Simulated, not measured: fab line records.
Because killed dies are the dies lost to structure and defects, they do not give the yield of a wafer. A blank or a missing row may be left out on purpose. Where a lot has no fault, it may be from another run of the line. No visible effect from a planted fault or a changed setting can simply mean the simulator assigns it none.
Chamber matching | flow gf180mcu | GF_V3_ETCH_16 on rie_diel-03 has 4 sister chambers
The step etches BARC in N2/H2. 14 wafers are shown with their chamber, then 7 later ones without.

== WAFERS PAIRED WITH THEIR CHAMBERS ==
wafer  | chamber | drypump_motor_current_A (A) | oes_product_au (a.u.) | throttle_valve_pct (%)
L147.2 | 3       | 6.0                         | 0.854                 | 13.228
L147.3 | 0       | 6.0                         | 0.852                 | 13.231
L147.5 | 2       | 5.5                         | 0.851                 | 13.229
L150.1 | 1       | 6.0                         | 0.856                 | 13.227
L150.3 | 0       | 6.0                         | 0.855                 | 13.231
L150.5 | 0       | 6.0                         | 0.860                 | 13.213
L151.1 | 1       | 6.0                         | 0.854                 | 13.216
L151.3 | 3       | 5.9                         | 0.857                 | 13.234
L151.6 | 0       | 6.0                         | 0.856                 | 13.233
L154.1 | 3       | 6.0                         | 0.863                 | 13.197
L154.2 | 0       | 6.0                         | 0.855                 | 13.225
L154.3 | 2       | 5.5                         | 0.853                 | 13.221
L155.3 | 3       | 5.9                         | 0.849                 | 13.213
L155.4 | 0       | 6.0                         | 0.851                 | 13.220

SIGNATURES (averages over the wafers above)
reading                 | chamber 0 | chamber 1 | chamber 2 | chamber 3 | scatter within a chamber
drypump_motor_current_A | 6.000     | 6.000     | 5.500     | 5.950     | 0.0316
oes_product_au          | 0.85483   | 0.85500   | 0.85200   | 0.85575   | 0.00397
throttle_valve_pct      | 13.22550  | 13.22150  | 13.22500  | 13.21800  | 0.011
Rule: a wafer's distance from a chamber is the root of the sum, over the readings, of the square of ((its reading less the chamber's mean) divided by the reading's scatter). The wafer belongs to the nearest chamber; if the next one is less than 2 further off, it can't be placed. The scatter is the square root of a quotient: the sum, over the shown wafers, of each reading's squared deviation from its chamber's mean, divided by wafers minus chambers.

== WAFERS WITHOUT THEIR CHAMBER ==
wafer  | drypump_motor_current_A (A) | oes_product_au (a.u.) | throttle_valve_pct (%)
L155.6 | 5.5                         | 0.853                 | 13.225
L162.1 | 6.0                         | 0.849                 | 13.224
L162.2 | 6.0                         | 0.854                 | 13.225
L162.6 | 6.0                         | 0.856                 | 13.236
L167.1 | 6.0                         | 0.851                 | 13.213
L167.4 | 5.9                         | 0.854                 | 13.229
L167.6 | 6.0                         | 0.853                 | 13.209

== THE CHAMBER EACH PASSED THROUGH ==
wafer  | from the rows above          | in truth
L155.6 | 2                            | 2
L162.1 | can't be placed: 0 or 1 or 3 | 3
L162.2 | can't be placed: 0 or 1 or 3 | 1
L162.6 | can't be placed: 0 or 1 or 3 | 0
L167.1 | can't be placed: 1 or 0 or 3 | 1
L167.4 | can't be placed: 3 or 0 or 1 | 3
L167.6 | can't be placed: 1 or 0 or 3 | 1
Correct placement for 1 of the 7. Not placeable from these rows: 6 (in 6, the candidates include the true chamber). Number placed wrongly: 0.
